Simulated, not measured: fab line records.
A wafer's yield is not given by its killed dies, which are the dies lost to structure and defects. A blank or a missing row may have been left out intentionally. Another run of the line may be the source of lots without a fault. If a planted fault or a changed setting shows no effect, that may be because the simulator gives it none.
Which tool did it? | flow gf180mcu | 39 wafers from 13 lots sampled at 4 of the route's 602 steps

== WHAT THE GAUGES SHOWED, per wafer ==
GF_MVPSD_OVL_MEAS_07.
lot  | measured     | on         | MVPSD_OVL (nm)
L807 | day 4 23:03  | overlay-02 | -0.1 1.8 0.3
L808 | day 5 07:16  | overlay-02 | 0.8 1.6 0.6
L809 | day 5 12:28  | overlay-02 | -0.9 0.0 0.4
L812 | day 6 04:24  | overlay-02 | -1.7 -1.7 -1.6
L813 | day 6 11:42  | overlay-01 | 0.9 0.9 0.3
L814 | day 6 18:06  | overlay-01 | -0.1 -0.5 0.2
L815 | day 6 22:48  | overlay-01 | -0.9 0.0 -0.5
L816 | day 7 05:48  | overlay-02 | 0.0 -0.8 -0.3
L818 | day 7 16:33  | overlay-02 | -0.3 -0.3 -0.7
L819 | day 8 00:39  | overlay-02 | -0.1 -2.2 -0.3
L825 | day 9 14:58  | overlay-01 | 1.3 1.0 2.2
L828 | day 10 07:06 | overlay-02 | 0.0 1.3 0.5
L829 | day 10 12:51 | overlay-02 | 1.8 0.7 0.4

GF_VT_IMPLANT_OVL_MEAS_18.
lot  | measured     | on         | VT_IMPLANT_01_OVL (nm)
L807 | day 6 03:56  | overlay-02 | -0.2 -0.6 -1.7
L808 | day 6 12:07  | overlay-01 | -0.9 -1.5 -0.5
L809 | day 6 17:46  | overlay-01 | -1.7 -0.1 -0.8
L812 | day 7 11:57  | overlay-01 | 0.3 -0.1 0.1
L813 | day 7 19:39  | overlay-01 | -0.4 -0.8 0.4
L814 | day 8 02:30  | overlay-02 | 0.1 0.8 1.1
L815 | day 8 06:53  | overlay-02 | 2.6 3.1 4.7
L816 | day 8 14:15  | overlay-01 | -3.2 -2.9 -2.0
L818 | day 9 02:24  | overlay-01 | 0.3 0.2 0.6
L819 | day 9 11:06  | overlay-02 | 1.5 2.1 0.7
L825 | day 11 03:36 | overlay-02 | -1.8 -0.2 -1.3
L828 | day 11 21:20 | overlay-02 | 1.8 0.4 0.4
L829 | day 12 04:05 | overlay-02 | 2.0 1.0 -1.3

GF_CONTACT_CD_MEAS_14: the cd target is 220 nm.
lot  | measured     | on        | cd_nm (nm)
L807 | day 16 04:00 | cd_sem-01 | 222.0 220.1 221.1
L808 | day 16 12:13 | cd_sem-01 | 220.8 221.5 220.1
L809 | day 16 19:44 | cd_sem-01 | 219.7 218.5 219.6
L812 | day 18 02:54 | cd_sem-01 | 222.1 222.8 223.8
L813 | day 18 08:32 | cd_sem-02 | 220.7 220.1 221.1
L814 | day 18 20:45 | cd_sem-01 | 218.8 218.7 218.6
L815 | day 19 03:44 | cd_sem-02 | 220.6 219.6 220.3
L816 | day 19 12:49 | cd_sem-02 | 220.5 220.8 220.7
L818 | day 20 06:59 | cd_sem-02 | 219.3 219.7 218.5
L819 | day 20 18:56 | cd_sem-01 | 219.6 220.2 219.6
L825 | day 23 01:47 | cd_sem-02 | 223.9 222.4 224.0
L828 | day 23 18:02 | cd_sem-01 | 225.0 223.7 224.5
L829 | day 24 03:32 | cd_sem-01 | 227.4 228.2 228.6 227.2 228.4 228.4

== TOOL THAT RAN EACH LOT (tool first, then ch and the chambers of the sampled wafers, then the start) ==
lot  | GF_CONTACT_EXPOSE_11
L807 | krf_scanner-01 ch 0, day 15 17:07
L808 | krf_scanner-02 ch 0, day 16 01:11
L809 | krf_scanner-02 ch 0, day 16 08:17
L812 | krf_scanner-01 ch 0, day 17 15:21
L813 | krf_scanner-01 ch 0, day 17 21:20
L814 | krf_scanner-02 ch 0, day 18 08:34
L815 | krf_scanner-01 ch 0, day 18 15:40
L816 | krf_scanner-01 ch 0, day 19 01:10
L818 | krf_scanner-02 ch 0, day 19 18:38
L819 | krf_scanner-02 ch 0, day 20 07:05
L825 | krf_scanner-01 ch 0, day 22 13:56
L828 | krf_scanner-01 ch 0, day 23 07:05
L829 | krf_scanner-01 ch 0, day 23 16:44
- GF_CONTACT_EXPOSE_11: exposes mask Contact, target cd 220 nm.

== AS READ BY THE TOOLS THEMSELVES (means over the sampled wafers that have a number; for cases with no such wafer, the mark the record gives instead) ==
GF_CONTACT_EXPOSE_11.
lot  | tool           | exposure_dose_mJ_cm2 | focus_offset_nm (nm)
L807 | krf_scanner-01 | 38.05                | -0.5
L808 | krf_scanner-02 | 37.98                | -0.5
L809 | krf_scanner-02 | 37.99                | -0.1
L812 | krf_scanner-01 | 38.06                | 0.2
L813 | krf_scanner-01 | 38.02                | 0.4
L814 | krf_scanner-02 | 37.98                | 0.0
L815 | krf_scanner-01 | 38.03                | 0.7
L816 | krf_scanner-01 | 38.05                | -0.6
L818 | krf_scanner-02 | 38.03                | -0.1
L819 | krf_scanner-02 | 38.03                | -0.1
L825 | krf_scanner-01 | 37.99                | -0.1
L828 | krf_scanner-01 | 39.82                | 0.3
L829 | krf_scanner-01 | 39.80                | 0.3

== THE ANSWER, worked out from the rows above alone ==
Rule: what is usual is taken from the lots themselves. Put in order of their means at a reading, lots are off if they are a third of the lots or fewer, leave a main group of 4 or more, and stand apart from it by a gap of 3 or more times the standard deviation of the main group's means; of several such gaps the widest counts. The tables above print the reading to a certain number of digits; a main group whose means all agree to those digits is not used. A lot without any number at a reading at which 4 lots or more have one is off too. The other lots that the step has rows for count as sound. The gauges are gone through in route order, then the tools' own readings, and for those a lot's mean is taken as printed above. At the first step where some lot is off, the reading lying furthest off is the one used; lots without a number count as furthest.
Off: L828, L829 (GF_CONTACT_EXPOSE_11, exposure_dose_mJ_cm2). Main group: mean 38.02, sd 0.028.
A tool fits if, at that step or a process step before it, it ran every lot that is off, and no sound lot after the first of them. One fits: GF_CONTACT_EXPOSE_11 on krf_scanner-01. Its last sound lot is L825 (day 22 13:56), its first lot that is off L828 (day 23 07:05): a fault that began between those two fits.
The tool's own readings at GF_CONTACT_EXPOSE_11 bear it out: on the lots that are off they differ by more than 5 times the standard deviation of the sound lots' means. exposure_dose_mJ_cm2 reads 39.81 there against 38.02 on the sound lots.

== WHAT HAD BEEN PUT IN BY THE SIMULATOR ==
Process parameter drift: krf_scanner-01, from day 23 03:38 on, at GF_CONTACT_EXPOSE_11. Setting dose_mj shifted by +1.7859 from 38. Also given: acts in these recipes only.
Struck lots among those shown: L828, L829. The rule given above showed the same thing.
